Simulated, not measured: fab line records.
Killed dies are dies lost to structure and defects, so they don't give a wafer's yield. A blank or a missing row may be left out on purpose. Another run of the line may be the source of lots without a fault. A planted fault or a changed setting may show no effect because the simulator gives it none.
Which of the tools did it? | flow gf180mcu | 33 wafers from 11 lots sampled at 5 of the route's 602 steps

## WHAT THE GAUGES SHOWED, per wafer
GF_M1_RS_MEAS_05: uses a four-point probe to measure.
lot  | measured     | on            | M1_ALCU_RS (ohm/sq)
L937 | day 15 21:00 | film_metro-02 | 0.0686 0.0694 0.0696
L941 | day 17 09:52 | film_metro-03 | 0.0699 0.0703 0.0694
L943 | day 18 13:35 | film_metro-04 | 0.0682 0.0692 0.0686
L946 | day 19 22:54 | film_metro-04 | 0.0681 0.0679 0.0681
L948 | day 20 22:56 | film_metro-02 | 0.0687 0.0689 0.0691
L951 | day 21 20:41 | film_metro-04 | 0.0696 0.0699 0.0701
L952 | day 22 06:24 | film_metro-04 | 0.0702 0.0694 0.0705
L953 | day 22 08:02 | film_metro-03 | 0.0704 0.0543 0.0691
L957 | day 23 06:56 | film_metro-04 | 0.0693 0.0543 0.0687
L956 | day 23 11:55 | film_metro-04 | 0.0689 0.0679 0.0685
L960 | day 24 05:28 | film_metro-03 | 0.0690 0.0697 0.0694

## TOOL THAT RAN EACH LOT (tool first, then ch and the chambers of the sampled wafers, then the start)
lot  | GF_CONTACT_STRIP_18                  | GF_CONTACT_CMP_27             | GF_M1_SPUTTER_02             | GF_M1_SPUTTER_04
L937 | plasma_asher-04 ch 0,1, day 15 19:47 | cmp-02 ch 1,3, day 15 20:32   | pvd_sputter-01, day 15 20:55 | pvd_sputter-01, day 15 20:58
L941 | plasma_asher-02 ch 0,1, day 17 08:39 | cmp-01 ch 1,2, day 17 09:20   | pvd_sputter-04, day 17 09:46 | pvd_sputter-04, day 17 09:49
L943 | plasma_asher-04 ch 0,1, day 18 12:23 | cmp-01 ch 0,3, day 18 13:04   | pvd_sputter-01, day 18 13:30 | pvd_sputter-01, day 18 13:33
L946 | plasma_asher-02 ch 0,1, day 19 21:30 | cmp-02 ch 0,2,3, day 19 22:25 | pvd_sputter-01, day 19 22:47 | pvd_sputter-01, day 19 22:50
L948 | plasma_asher-02 ch 0,1, day 20 21:44 | cmp-01 ch 2,3, day 20 22:28   | pvd_sputter-01, day 20 22:50 | pvd_sputter-01, day 20 22:54
L951 | plasma_asher-02 ch 0,1, day 21 19:23 | cmp-01 ch 0,1,2, day 21 20:10 | pvd_sputter-04, day 21 20:35 | pvd_sputter-04, day 21 20:38
L952 | plasma_asher-02 ch 0,1, day 22 05:11 | cmp-02 ch 1,2,3, day 22 05:55 | pvd_sputter-04, day 22 06:17 | pvd_sputter-04, day 22 06:20
L953 | plasma_asher-04 ch 0,1, day 22 06:48 | cmp-01 ch 0,2,3, day 22 07:29 | pvd_sputter-04, day 22 07:55 | pvd_sputter-04, day 22 07:58
L957 | plasma_asher-02 ch 0,1, day 23 05:44 | cmp-02 ch 1,2,3, day 23 06:25 | pvd_sputter-04, day 23 06:50 | pvd_sputter-04, day 23 06:53
L956 | plasma_asher-04 ch 0,1, day 23 10:39 | cmp-01 ch 0,1,2, day 23 11:30 | pvd_sputter-03, day 23 11:50 | pvd_sputter-03, day 23 11:53
L960 | plasma_asher-02 ch 0,1, day 24 04:15 | cmp-01 ch 0,1,3, day 24 04:59 | pvd_sputter-01, day 24 05:22 | pvd_sputter-01, day 24 05:25
- GF_CONTACT_STRIP_18: strips in O2/N2.
- GF_CONTACT_CMP_27: polishes, stops on SiO2, t overpolish 15 s, target thk 0 nm.
- GF_M1_SPUTTER_02: material AlCu, target thk 450 nm, time 23.9 s.
- GF_M1_SPUTTER_04: material TiN, target thk 50 nm, time 41.7 s.

## THE ANSWER, worked out from the rows above alone
Rule: the usual values come from the lots themselves. The widest of any qualifying gaps counts: lots, ordered by their means at a reading, are off when they make up no more than a third of the lots, leave a main group of 4 or more, and stand apart from it by 3 or more times the standard deviation of that group's means. A main group whose means are all the same, to the digits that the tables above print for the reading, isn't used. A lot without any number at a reading at which 4 lots or more have one is off too. Where the step has rows for the other lots, those lots are counted as sound.
Off: at GF_M1_RS_MEAS_05 (M1_ALCU_RS), L953, L957. For the main group the mean is 0.0692 ohm/sq and the standard deviation 0.00066.
If a tool, at a process step before that reading, ran all the lots that are off and no sound lot after the first of them, it fits. Gauges at GF_M1_RS_MEAS_05: tried the same way as those tools. One fits: pvd_sputter-04 at GF_M1_SPUTTER_02 and GF_M1_SPUTTER_04. At GF_M1_SPUTTER_02 its last sound lot is L952 (day 22 06:17), its first lot that is off L953 (day 22 07:55): a fault that began between those two fits.

## WHAT THE SIMULATOR HAD INSERTED
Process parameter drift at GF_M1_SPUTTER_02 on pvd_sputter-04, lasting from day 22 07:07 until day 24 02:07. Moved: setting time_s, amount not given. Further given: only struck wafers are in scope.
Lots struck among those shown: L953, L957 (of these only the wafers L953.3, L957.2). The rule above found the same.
